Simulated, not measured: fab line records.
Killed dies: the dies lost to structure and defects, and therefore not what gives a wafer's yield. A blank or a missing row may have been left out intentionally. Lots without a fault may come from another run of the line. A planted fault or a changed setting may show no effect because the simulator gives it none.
Comparing a struck lot with a sound one || flow sfq line || 42 out of 325 route steps
Sound: the wafers L131.1, L131.2, L131.4. The struck wafers were L148.2, L148.4, L148.6. Last of all comes the cause.
For every step that has rows: the tool of each side, followed by ch and its chambers, followed by its first start. Under that, the readings that differ: sound wafers || struck wafers || difference of the means || sigmas: that difference in standard deviations of wafers without a fault.
alike: same words and numbers on both sides, and readings whose means sit less than 2 such deviations apart. not compared: any withheld reading, any reading some wafer has no value for, any bound like >300 that may hide the same value, and any number with overlapping values for which the record gives no deviation.
The two part at a step that has a row with sigmas, a row that says differs or no value, or rows on one side only. When numbers do not overlap yet have no deviation, they are printed without sigmas and do not part them. A reading that every wafer of one side lacks parts them only if that side has two wafers or more.

first, 7 steps without rows for these wafers: SFQ_TRILAYER_I4_VIA_STRIP_STRIP_107 (strips in O2); SFQ_TRILAYER_I4_VIA_STRIP_SOLV_CLEAN_108 (cleans in NMP, time 600 s); SFQ_TRILAYER_JJ_TRILAYER_DEP_PRE_CLEAN_113 (time 22.5 s); SFQ_TRILAYER_JJ_TRILAYER_DEP_SPUTTER_109 (material Nb, target thk 150 nm, time 100 s); SFQ_TRILAYER_JJ_TRILAYER_DEP_SPUTTER_110 (material Al, target thk 8 nm, time 10 s); SFQ_TRILAYER_JJ_TRILAYER_DEP_AL_OXIDATION_111 (oxidation time 600 s); SFQ_TRILAYER_JJ_TRILAYER_DEP_SPUTTER_112 (material Nb, target thk 170 nm, time 113.3 s).
SFQ_JJ_RS_MEAS_929: measurement is done with a four-point probe.
  sound: film metro-02 at day 49 19:29; struck: film metro-02 at day 62 20:15
  alike: JJ_NB_RS
then, 3 steps without rows for these wafers: SFQ_TRILAYER_JJ_CE_LITHO_COAT_119 (resist thk 62 nm); SFQ_TRILAYER_JJ_CE_LITHO_COAT_114 (resist thk 600 nm); SFQ_TRILAYER_JJ_CE_LITHO_SOFTBAKE_118.
-- the record jumps here: 4 days lie between the struck wafers' starts before and after --
SFQ_TRILAYER_JJ_CE_LITHO_EXPOSE_115: exposes mask J5, target cd 700 nm.
  sound on krf scanner-01 ch 0, day 55 03:47; struck on krf scanner-02 ch 0, day 66 23:14
{"reading": "exposure dose mJ cm2", "sound": "14.392 14.415 14.412", "struck": "13.178 13.208 13.162", "difference": -1.224, "sigmas": -76}
  alike: mask
then, 2 steps without rows for these wafers: SFQ_TRILAYER_JJ_CE_LITHO_PEB_117 (peb time 60 s); SFQ_TRILAYER_JJ_CE_LITHO_DEVELOP_116 (time 60 s).
SFQ_JJ_OVL_MEAS_931:
  sound: overlay-01 at day 55 05:17; struck: overlay-02 at day 67 00:32
  alike: J5_OVL
SFQ_TRILAYER_JJ_CE_METRO_MEASURE_117:
  sound: cd sem-01 at day 55 05:20; struck: cd sem-02 at day 67 02:08
{"reading": "cd nm (nm)", "sound": "698.9 699.2 698.1", "struck": "714.9 715.3 715.6", "difference": "+16.5", "sigmas": "+11"}
SFQ_TRILAYER_JJ_CE_BARC_OPEN_RIE_150: chemistry O2, target BARC, target depth 240 nm, time 80 s.
  sound on rie metal-04 ch 0,1, day 55 06:32; struck on rie metal-03 ch 0,1, day 67 04:42
{"reading": "model.JJ.cd nm (nm)", "sound": "699.1 698.9 699", "struck": "718.2 717.3 717.4", "difference": "+18.6", "sigmas": ""}
  alike: drypump motor current A, oes product au
  not compared: rf hours counter h
SFQ_TRILAYER_JJ_CE_ETCH_RIE_118: chemistry SF6, target Nb, stops on Al2O3, time 97.7 s, target depth 170 nm.
  sound on rie metal-04 ch 0,1, day 55 06:37; struck on rie metal-03 ch 0,1, day 67 04:48
{"reading": "model.JJ.cd nm (nm)", "sound": "700.2 698.1 698.9", "struck": "718.9 719.3 719.4", "difference": "+20.1", "sigmas": ""}
  alike: drypump motor current A, oes product au
  not compared: rf hours counter h
then, 9 steps without rows for these wafers: SFQ_TRILAYER_JJ_ANODIZE_ANODIZE_119; SFQ_TRILAYER_JJ_CE_STRIP_STRIP_120 (strips in O2); SFQ_TRILAYER_JJ_CE_STRIP_SOLV_CLEAN_121 (cleans in NMP, time 600 s); SFQ_TRILAYER_M5_LITHO_COAT_128 (resist thk 62 nm); SFQ_TRILAYER_M5_LITHO_COAT_123 (resist thk 600 nm); SFQ_TRILAYER_M5_LITHO_SOFTBAKE_127; SFQ_TRILAYER_M5_LITHO_EXPOSE_124 (exposes mask M5, target cd 700 nm); SFQ_TRILAYER_M5_LITHO_PEB_126 (peb time 60 s); SFQ_TRILAYER_M5_LITHO_DEVELOP_125 (time 60 s).
-- the record jumps here: 3 days lie between the struck wafers' starts before and after --
SFQ_M5_OVL_MEAS_932:
  sound: overlay-02 at day 55 15:47; struck: overlay-02 at day 70 10:02
  alike: M5_OVL
then, 1 step without rows for these wafers: SFQ_TRILAYER_M5_BARC_OPEN_METAL_ETCH_161 (etches BARC in O2, target depth 125 nm, time 41.7 s).
SFQ_TRILAYER_M5_ETCH_METAL_ETCH_126: etches Nb in Cl2/BCl3, stops on SiO2, time 203.2 s, target depth 265 nm.
  sound on rie metal-03 ch 0,1, day 55 15:53; struck on rie metal-02 ch 0,1, day 70 10:07
  alike: drypump motor current A, oes product au
  not compared: rf hours counter h
then, 4 steps without rows for these wafers: SFQ_TRILAYER_M5_STRIP_STRIP_127 (strips in O2); SFQ_TRILAYER_M5_STRIP_SOLV_CLEAN_128 (cleans in NMP, time 600 s); SFQ_TRILAYER_A5B_DEP_PECVD_129 (deposits SiO2 from SiH4/N2O, time 133.33 s, target thk 600 nm); SFQ_TRILAYER_A5B_CMP_CMP_130 (polishes, stops on Nb, target thk 340.7 nm).
SFQ_TRILAYER_A5B_METRO_MEASURE_131:
  sound: film metro-02 at day 56 07:25; struck: film metro-01 at day 70 14:34
  alike: thk nm
SFQ_TRILAYER_R5_DEP_SPUTTER_132: material Ti, target thk 5 nm, time 5 s.
  sound: pvd sputter-06 at day 56 08:37; struck: pvd sputter-04 at day 70 15:34
  alike: base pressure pa, throttle valve pct
SFQ_TRILAYER_R5_DEP_SPUTTER_133: material MoNx, target thk 40 nm, time 66.7 s.
  sound: pvd sputter-06 at day 56 08:38; struck: pvd sputter-04 at day 70 15:34
  alike: base pressure pa, throttle valve pct
SFQ_TRILAYER_R5_DEP_SPUTTER_134: material Ti, target thk 5 nm, time 5 s.
  sound: pvd sputter-06 at day 56 08:41; struck: pvd sputter-04 at day 70 15:38
  alike: base pressure pa, throttle valve pct
SFQ_R5_RS_MEAS_933: measurement is done with a four-point probe.
  sound: film metro-03 at day 56 08:43; struck: film metro-03 at day 70 15:40
  alike: R5_MONX_RS
SFQ_R5_THK_MEAS_934: measures by xrf.
  sound: film metro-03 at day 56 08:50; struck: film metro-03 at day 70 15:47
  alike: R5_MONX_THK
then, 1 step without rows for these wafers: SFQ_TRILAYER_R5_LITHO_COAT_141 (resist thk 62 nm).
-- the record jumps here: 13 days lie between the struck wafers' starts before and after --
SFQ_M8_BOW_MEAS_951:
  sound: film metro-03 at day 77 15:19; struck: film metro-01 at day 83 09:11
{"reading": "model.etest.jj.g times", "sound": "0.9949 0.9889 0.9913", "struck": "1.049 1.05 1.05", "difference": "+0.058", "sigmas": ""}
  alike: M8_BOW

WHERE THEY PART
Earliest at SFQ_TRILAYER_JJ_CE_LITHO_EXPOSE_115; latest, in this record, at SFQ_TRILAYER_JJ_CE_METRO_MEASURE_117. Later steps at which nothing parts them and some readings are alike: SFQ_TRILAYER_JJ_CE_BARC_OPEN_RIE_150, SFQ_TRILAYER_JJ_CE_ETCH_RIE_118, SFQ_M5_OVL_MEAS_932, SFQ_TRILAYER_M5_ETCH_METAL_ETCH_126, SFQ_TRILAYER_A5B_METRO_MEASURE_131, SFQ_TRILAYER_R5_DEP_SPUTTER_132, SFQ_TRILAYER_R5_DEP_SPUTTER_133, SFQ_TRILAYER_R5_DEP_SPUTTER_134, SFQ_R5_RS_MEAS_933, SFQ_R5_THK_MEAS_934, SFQ_M8_BOW_MEAS_951.

WHY: what had been put in by the simulator
Process parameter drift: krf scanner-02, from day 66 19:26 on, at SFQ_TRILAYER_JJ_CE_LITHO_EXPOSE_115. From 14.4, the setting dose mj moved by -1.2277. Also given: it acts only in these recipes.
